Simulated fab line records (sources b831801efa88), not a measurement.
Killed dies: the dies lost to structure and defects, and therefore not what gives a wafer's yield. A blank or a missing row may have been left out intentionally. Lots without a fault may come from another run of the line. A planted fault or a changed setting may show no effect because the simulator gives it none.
Comparing a struck lot with a sound one -- flow sky130 -- 35 steps out of a route of 708
Sound: the wafers L142.1, L142.5, L142.6. Struck: wafer L156.1 (left out: L156.2, L156.3 of the same lot, which were not struck); the cause appears at the end.
Order at every step that has rows: each side's tool, ch and its chambers, its first start. Under that, the readings that differ: sound wafers -- struck wafers -- difference of the means -- sigmas: that difference in standard deviations of wafers without a fault.
alike: readings whose means differ by less than 2 such deviations, and words and numbers that are the same on both sides. not compared: withheld readings, readings that some wafer has no value for, bounds like >300 that may hide the same value, and numbers for which the record gives no deviation and whose values overlap.
Wherever a step has rows on one side only, a row that says differs or no value, or a row with sigmas, the two part there. Numbers that have no deviation but don't overlap get no sigmas and don't part them. Lack of a reading on every wafer of one side parts them only where that side has two or more wafers.

first, 10 steps without rows for these wafers: SKY_VIA1_ETCH_14 (etches BARC in N2/H2, stops on SiO2, time 45.9 s, target depth 60 nm); SKY_VIA1_ETCH_15 (etches SiO2 in C4F8/O2/Ar, stops on TiN, target depth 351 nm, time 54 s); SKY_VIA1_STRIP_16 (strips in O2/N2); SKY_VIA1_STRIP_17 (strips in post etch residue remover, time 1200 s); SKY_VIA1_CLEAN_18 (cleans in IPA, time 180 s); SKY_VIA1_CLEAN_19 (cleans in O3/DIW); SKY_VIA1_SPUTTER_20 (material TiN, target thk 20 nm, time 80 s); SKY_VIA1_CVD_21 (deposits W, target thk 270 nm, time 80.902 s); SKY_VIA1_CMP_24 (polishes, stops on SiO2, t overpolish 15 s, target thk 0 nm); SKY_METAL2_SPUTTER_00 (material Ti, target thk 15 nm, time 10 s).
SKY_METAL2_SPUTTER_01: material TiN, target thk 20 nm, time 16.7 s.
  struck on pvd_sputter-01, day 38 18:10; sound on pvd_sputter-01, day 33 22:01
reading,sound,struck,difference,sigmas
throttle_valve_pct (%),30.5 29.8 30.7,27.9,-2.4,-3
then, 23 steps without rows for these wafers: SKY_METAL2_SPUTTER_02 (material AlCu, target thk 250 nm, time 13.3 s); SKY_METAL2_SPUTTER_03 (material Ti, target thk 5 nm, time 3.3 s); SKY_METAL2_SPUTTER_04 (material TiN, target thk 70 nm, time 58.3 s); SKY_METAL2_DEHYDRATE_07 (time 60 s); SKY_METAL2_HMDS_08 (prime time 60 s); SKY_METAL2_COAT_09 (resist thk 60 nm); SKY_METAL2_COAT_10 (resist thk 450 nm); SKY_METAL2_SOFTBAKE_11 (time 86.95 s); SKY_METAL2_EXPOSE_12 (exposes mask MM2, target cd 140 nm); SKY_METAL2_PEB_13; SKY_METAL2_DEVELOP_14 (develop time 60 s); SKY_METAL2_DESCUM_17 (chemistry O2, time 8 s); SKY_METAL2_ETCH_18 (etches BARC in N2/H2, stops on SiO2, time 45.9 s, target depth 60 nm); SKY_METAL2_METAL_ETCH_19 (etches the open film in Cl2/BCl3, stops on SiO2, target depth 360 nm, time 78 s); SKY_METAL2_STRIP_20 (strips in O2/N2); SKY_METAL2_STRIP_21 (strips in post etch residue remover, time 1200 s); SKY_METAL2_CLEAN_22 (cleans in IPA, time 180 s); SKY_METAL2_CLEAN_23 (cleans in O3/DIW); SKY_VIA2_HDPCVD_00 (deposits SiO2, target thk 1180 nm, time 196.7 s); SKY_VIA2_CMP_02 (polishes SiO2); SKY_VIA2_DEHYDRATE_04 (time 60 s); SKY_VIA2_HMDS_05 (prime time 60 s); SKY_VIA2_COAT_06 (resist thk 60 nm).
-- the record jumps here: 10 days lie between the struck wafers' starts before and after (it left off in module VIA2 and takes up again in module PAD_OPEN, whose first step shown is number 708 of the route) --
SKY_PAD_OPEN_PROBE_99:
  struck on prober-01, day 49 05:01; sound on prober-01, day 45 14:42
reading,sound,struck,difference,sigmas
hold,- - -,await_dispo/8.7h/release,no value on the sound wafers,
defect_limited_yield (%),81.7 81.9 79.7,70.1,-11.0,-6
killed_at_M0_to_M3,48 49 53,107,+57,+8
killed_dies,90 89 100,147,+54,+6
sort_bin_3_pad_short (%),1.0 1.2 1.2,2.2,+1.1,+2
sort_bin_5_function (%),10.2 11.2 10.2,21.3,+10.8,+8
sort_n_pass,402 403 392,345,-54,-6
sort_yield_pct (%),81.7 81.9 79.7,70.1,-11.0,-6
model.etest.tester.sort_n_pass,402 403 392,345,-54,
model.etest.tester.sort_yield_pct (%),81.71 81.91 79.67,70.12,-10.98,
model.etest.tester.sort_bin_5_pct (%),10.16 11.18 10.16,21.34,+10.84,
model.etest.tester.sort_bin_3_pct (%),1.016 1.22 1.22,2.236,+1.084,
  alike: killed_at_M4_up, killed_at_contacts, killed_at_front_end, killed_at_other, killed_open, killed_short, sort_bin_6_memory

== WHERE THEY PART ==
First at SKY_METAL2_SPUTTER_01; last, within this record, at SKY_PAD_OPEN_PROBE_99.

WHY: what the simulator had put in
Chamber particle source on pvd_sputter-01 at SKY_METAL2_SPUTTER_01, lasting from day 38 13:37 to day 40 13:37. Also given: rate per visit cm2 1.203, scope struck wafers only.
